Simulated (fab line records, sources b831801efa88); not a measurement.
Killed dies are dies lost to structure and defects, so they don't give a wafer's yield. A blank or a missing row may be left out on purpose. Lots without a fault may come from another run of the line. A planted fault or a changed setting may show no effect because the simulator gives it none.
One fault seen from 2 desks | flow sky130 | each desk has only its own numbers; what lay behind them comes last

THE METROLOGY DESK
What the gauges read, lot by lot, whatever tool the lot ran on: means of the sampled wafers that have a number. A lot is out of limits, marked OUT, if its mean lies more than 4 standard deviations from the usual mean; the brackets give that distance.
Columns: A = METAL5_ALCU_RS at SKY_METAL5_RS_MEAS_05, usual 0.02718 ohm/sq
lot  | first seen here | A
L211 | day 44 11:09    | 0.02733
L213 | day 45 00:42    | 0.02715
L214 | day 45 01:23    | 0.02663
L215 | day 45 04:14    | 0.02721
L220 | day 46 12:58    | 0.02728
L223 | day 47 09:32    | 0.02740
L225 | day 47 19:34    | 0.02737
L226 | day 47 22:53    | 0.02721
L228 | day 48 13:00    | 0.02711
L230 | day 48 22:02    | 0.02726
L232 | day 49 07:31    | 0.02715
L233 | day 49 07:51    | 0.02698
This desk's finding: nothing out of limits on any of the 12 lots.

THE TOOL OWNER'S DESK: plasma_asher-01
The tool's own readings at SKY_DNWELL_STRIP_08 (strips in O2/N2): means of the sampled wafers that have a number, for each lot that ran on this tool. A lot is out of limits, marked OUT, if its mean lies more than 4 standard deviations from the usual mean; the brackets give that distance.
Columns: A = drypump_motor_current_A at SKY_DNWELL_STRIP_08, usual 5.9 A; B = o2_flow_sccm at SKY_DNWELL_STRIP_08, usual 3001 sccm; C = oes_product_au at SKY_DNWELL_STRIP_08, usual 0.722 a.u.; D = strip_time_to_endpoint_s at SKY_DNWELL_STRIP_08, usual 36.91 s
lot  | first seen here | A   | B    | C     | D
L223 | day 6 10:07     | 5.3 | 3005 | 0.719 | 36.92
L225 | day 6 17:12     | 5.3 | 3002 | 0.720 | 36.87
This desk's finding: nothing out of limits on any of the 2 lots.

PUT TOGETHER
The metrology desk saw nothing out of limits.
The tool owner's desk saw nothing out of limits.

WHAT THE SIMULATOR HAD PUT IN
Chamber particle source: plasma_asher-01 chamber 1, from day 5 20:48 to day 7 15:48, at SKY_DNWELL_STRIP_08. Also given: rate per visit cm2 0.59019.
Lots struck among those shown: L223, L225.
